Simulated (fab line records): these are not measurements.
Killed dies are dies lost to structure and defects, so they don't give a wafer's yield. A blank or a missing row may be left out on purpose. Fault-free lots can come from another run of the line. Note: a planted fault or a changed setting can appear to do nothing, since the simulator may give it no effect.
Which tool was responsible? :: flow gf180mcu :: 14 lots with 39 wafers sampled at 2 steps, on a route of 602 steps

WHAT THE GAUGES READ, wafer by wafer
GF_M5_OVL_MEAS_08.
lot: L128
measured: day 26 07:28
on: overlay-02
M5_OVL (nm): -1 -3

lot: L129
measured: day 26 15:48
on: overlay-01
M5_OVL (nm): 7 14 7

lot: L131
measured: day 27 07:14
on: overlay-02
M5_OVL (nm): 7 11 1

lot: L132
measured: day 27 15:17
on: overlay-01
M5_OVL (nm): 3 -7 -2

lot: L136
measured: day 28 19:57
on: overlay-01
M5_OVL (nm): 4 6 -2

lot: L135
measured: day 28 21:40
on: overlay-01
M5_OVL (nm): -7 -9 -7

lot: L137
measured: day 29 04:08
on: overlay-02
M5_OVL (nm): 5 5 5

lot: L144
measured: day 30 22:50
on: overlay-02
M5_OVL (nm): -3 -1 -3

lot: L145
measured: day 31 11:16
on: overlay-02
M5_OVL (nm): 9 3 12

lot: L146
measured: day 31 13:41
on: overlay-02
M5_OVL (nm): -1 7 0

lot: L148
measured: day 32 04:32
on: overlay-02
M5_OVL (nm): 3 -4

lot: L149
measured: day 32 07:02
on: overlay-02
M5_OVL (nm): 2 0 6

lot: L150
measured: day 32 15:05
on: overlay-02
M5_OVL (nm): 4 -3

lot: L151
measured: day 32 19:47
on: overlay-02
M5_OVL (nm): 6 3 1

WHAT TOOL EACH LOT RAN ON (gives the tool, then ch and the chambers of the sampled wafers, and finally the start)
lot: L128
GF_MIM_STRIP_20: plasma-asher-04 ch 1, day 25 10:08

lot: L129
GF_MIM_STRIP_20: plasma-asher-03 ch 0,1, day 25 18:17

lot: L131
GF_MIM_STRIP_20: plasma-asher-04 ch 0,1, day 26 10:33

lot: L132
GF_MIM_STRIP_20: plasma-asher-02 ch 0,1, day 26 17:42

lot: L136
GF_MIM_STRIP_20: plasma-asher-03 ch 0,1, day 28 00:17

lot: L135
GF_MIM_STRIP_20: plasma-asher-04 ch 0,1, day 28 01:45

lot: L137
GF_MIM_STRIP_20: plasma-asher-04 ch 0,1, day 28 09:14

lot: L144
GF_MIM_STRIP_20: plasma-asher-04 ch 0,1, day 30 04:15

lot: L145
GF_MIM_STRIP_20: plasma-asher-02 ch 0,1, day 30 16:07

lot: L146
GF_MIM_STRIP_20: plasma-asher-02 ch 0,1, day 30 19:43

lot: L148
GF_MIM_STRIP_20: plasma-asher-04 ch 0,1, day 31 11:17

lot: L149
GF_MIM_STRIP_20: plasma-asher-04 ch 0,1, day 31 13:13

lot: L150
GF_MIM_STRIP_20: plasma-asher-04 ch 0,1, day 31 21:47

lot: L151
GF_MIM_STRIP_20: plasma-asher-03 ch 0,1, day 32 02:49
- GF_MIM_STRIP_20: strips in O2/N2.

WHAT THE TOOLS THEMSELVES READ (means of the sampled wafers that have a number; where no wafer has one, the mark that the record gives instead)
GF_MIM_STRIP_20.
lot: L128
tool: plasma-asher-04
drypump-motor-current-A (A): 5.2
heater-power-w (W): 273
oes-product-au (a.u.): 0.696
strip-time-to-endpoint-s (s): 11.25

lot: L129
tool: plasma-asher-03
drypump-motor-current-A (A): 5.8
heater-power-w (W): 376
oes-product-au (a.u.): 0.690
strip-time-to-endpoint-s (s): 11.16

lot: L131
tool: plasma-asher-04
drypump-motor-current-A (A): 5.4
heater-power-w (W): 311
oes-product-au (a.u.): 0.692
strip-time-to-endpoint-s (s): 11.25

lot: L132
tool: plasma-asher-02
drypump-motor-current-A (A): 6.0
heater-power-w (W): 355
oes-product-au (a.u.): 0.690
strip-time-to-endpoint-s (s): 11.19

lot: L136
tool: plasma-asher-03
drypump-motor-current-A (A): 5.6
heater-power-w (W): 317
oes-product-au (a.u.): 0.693
strip-time-to-endpoint-s (s): 11.23

lot: L135
tool: plasma-asher-04
drypump-motor-current-A (A): 5.4
heater-power-w (W): 310
oes-product-au (a.u.): 0.699
strip-time-to-endpoint-s (s): 11.24

lot: L137
tool: plasma-asher-04
drypump-motor-current-A (A): 5.4
heater-power-w (W): 308
oes-product-au (a.u.): 0.691
strip-time-to-endpoint-s (s): 11.23

lot: L144
tool: plasma-asher-04
drypump-motor-current-A (A): 5.4
heater-power-w (W): 309
oes-product-au (a.u.): 0.694
strip-time-to-endpoint-s (s): 11.25

lot: L145
tool: plasma-asher-02
drypump-motor-current-A (A): 5.9
heater-power-w (W): 351
oes-product-au (a.u.): 0.694
strip-time-to-endpoint-s (s): 11.26

lot: L146
tool: plasma-asher-02
drypump-motor-current-A (A): 5.9
heater-power-w (W): 356
oes-product-au (a.u.): 0.696
strip-time-to-endpoint-s (s): 11.32

lot: L148
tool: plasma-asher-04
drypump-motor-current-A (A): 5.4
heater-power-w (W): 298
oes-product-au (a.u.): 0.697
strip-time-to-endpoint-s (s): 11.26

lot: L149
tool: plasma-asher-04
drypump-motor-current-A (A): 5.4
heater-power-w (W): 311
oes-product-au (a.u.): 0.693
strip-time-to-endpoint-s (s): 11.29

lot: L150
tool: plasma-asher-04
drypump-motor-current-A (A): 5.4
heater-power-w (W): 308
oes-product-au (a.u.): 0.699
strip-time-to-endpoint-s (s): 11.27

lot: L151
tool: plasma-asher-03
drypump-motor-current-A (A): 5.6
heater-power-w (W): 302
oes-product-au (a.u.): 0.689
strip-time-to-endpoint-s (s): 11.26

THE ANSWER, worked out from the rows above alone
Rule: the lots themselves supply what counts as usual. The widest of any qualifying gaps counts: lots, ordered by their means at a reading, are off when they make up no more than a third of the lots, leave a main group of 4 or more, and stand apart from it by 3 or more times the standard deviation of that group's means. Not used: any main group whose means are identical at the precision the tables above print for the reading. A lot without any number at a reading at which 4 lots or more have one is off too. All remaining lots with rows at the step are treated as sound. After the gauges, taken in route order, come the tools' own readings; for these a lot's mean is taken, as printed above. The first step at which some lot is off is used, and at that step the reading that is off furthest; a lot without a number counts as furthest.
No lot is off at any reading shown: from this, nothing can be told.

WHAT THE SIMULATOR PUT IN
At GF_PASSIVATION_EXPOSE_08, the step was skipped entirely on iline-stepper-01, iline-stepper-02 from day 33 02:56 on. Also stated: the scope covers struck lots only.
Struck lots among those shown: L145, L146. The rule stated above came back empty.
